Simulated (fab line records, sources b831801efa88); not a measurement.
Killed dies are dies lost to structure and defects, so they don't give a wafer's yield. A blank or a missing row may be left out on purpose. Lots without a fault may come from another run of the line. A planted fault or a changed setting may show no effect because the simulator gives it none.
A struck lot beside a sound one | flow sky130 | 15 steps out of a route of 708
Sound: wafers L288.1, L288.2, L288.5. Struck: wafers L291.3, L291.5, L291.6. The cause comes at the end.
At each step with rows: each side's tool, then ch and its chambers, then its first start. Under that, the readings that differ: sound wafers | struck wafers | difference of the means | sigmas: that difference in standard deviations of wafers without a fault.
alike: readings whose means differ by less than 2 such deviations, and words and numbers that are the same on both sides. not compared: withheld readings, readings that some wafer has no value for, bounds like >300 that may hide the same value, and numbers for which the record gives no deviation and whose values overlap.
The two part at a step that has a row with sigmas, a row that says differs or no value, or rows on one side only. Numbers that don't overlap but have no deviation are shown without sigmas and don't part them. A reading that every wafer of one side lacks parts them only if that side has two wafers or more.

SKY_VIA2_ETCH_14: etches BARC in N2/H2, stops on SiO2, time 45.9 s, target depth 60 nm.
  sound on rie_diel-04 ch 1,3, day 39 09:04; struck on rie_diel-02 ch 1,2, day 40 07:44
  alike: chamber_pressure_mTorr, drypump_motor_current_A, oes_product_au, rf_fwd_power_W, throttle_valve_pct
  not compared: rf_hours_counter_h
then, 1 step without rows for these wafers: SKY_VIA2_ETCH_15 (etches SiO2 in C4F8/O2/Ar, stops on TiN, target depth 546 nm, time 84 s).
SKY_VIA2_STRIP_16: strips in O2/N2.
  sound on plasma_asher-03 ch 0,1, day 39 09:10; struck on plasma_asher-01 ch 0,1, day 40 07:53
  alike: chamber_pressure_mTorr, drypump_motor_current_A, oes_product_au, strip_time_to_endpoint_s
  not compared: rf_hours_counter_h
then, 4 steps without rows for these wafers: SKY_VIA2_STRIP_17 (strips in post etch residue remover, time 1200 s); SKY_VIA2_CLEAN_18 (cleans in IPA, time 180 s); SKY_VIA2_CLEAN_19 (cleans in O3/DIW); SKY_VIA2_SPUTTER_20 (material TiN, target thk 20 nm, time 80 s).
SKY_VIA2_CVD_21: deposits W, target thk 420 nm, time 126.4 s.
  sound on cvd_w-02 ch 0,1, day 39 09:52; struck on cvd_w-02 ch 0,1, day 40 08:35
  alike: heater_power_outer_w, heater_power_w
SKY_VIA2_RS_MEAS_22: measures by four-point-probe.
  sound on film_metro-01, day 39 10:00; struck on film_metro-04, day 40 08:42
  alike: VIA2_W_RS
SKY_VIA2_THK_MEAS_23: measures by xrf.
  sound on film_metro-01, day 39 10:07; struck on film_metro-04, day 40 08:48
  reading         | sound       | struck      | difference | sigmas
  VIA2_W_THK (nm) | 420 425 420 | 442 432 440 | +16        | +3
SKY_VIA2_CMP_24: polishes, stops on SiO2, t overpolish 20 s, target thk 0 nm.
  sound on cmp-02 ch 1,2,3, day 39 10:17; struck on cmp-02 ch 0,1,2, day 40 08:59
  alike: motor_current_A, overpolish_run_s, platen_rpm, time_to_endpoint_s
SKY_METAL3_SPUTTER_00: material Ti, target thk 15 nm, time 10 s.
  sound on pvd_sputter-02, day 39 10:29; struck on pvd_sputter-02, day 40 09:08
  alike: chamber_pressure_pa, throttle_valve_pct
SKY_METAL3_SPUTTER_01: material TiN, target thk 20 nm, time 16.7 s.
  sound on pvd_sputter-02, day 39 10:30; struck on pvd_sputter-02, day 40 09:10
  reading                  | sound                | struck               | difference | sigmas
  chamber_pressure_pa (Pa) | 0.4007 0.4005 0.3999 | 0.3742 0.3738 0.3742 | -0.0263    | -35
  alike: throttle_valve_pct
then, 2 steps without rows for these wafers: SKY_METAL3_SPUTTER_02 (material AlCu, target thk 735 nm, time 39.1 s); SKY_PAD_OPEN_PROBE_99.

WHERE THEY PART
First at SKY_VIA2_THK_MEAS_23; last, within this record, at SKY_METAL3_SPUTTER_01.

WHY: what the simulator had put in
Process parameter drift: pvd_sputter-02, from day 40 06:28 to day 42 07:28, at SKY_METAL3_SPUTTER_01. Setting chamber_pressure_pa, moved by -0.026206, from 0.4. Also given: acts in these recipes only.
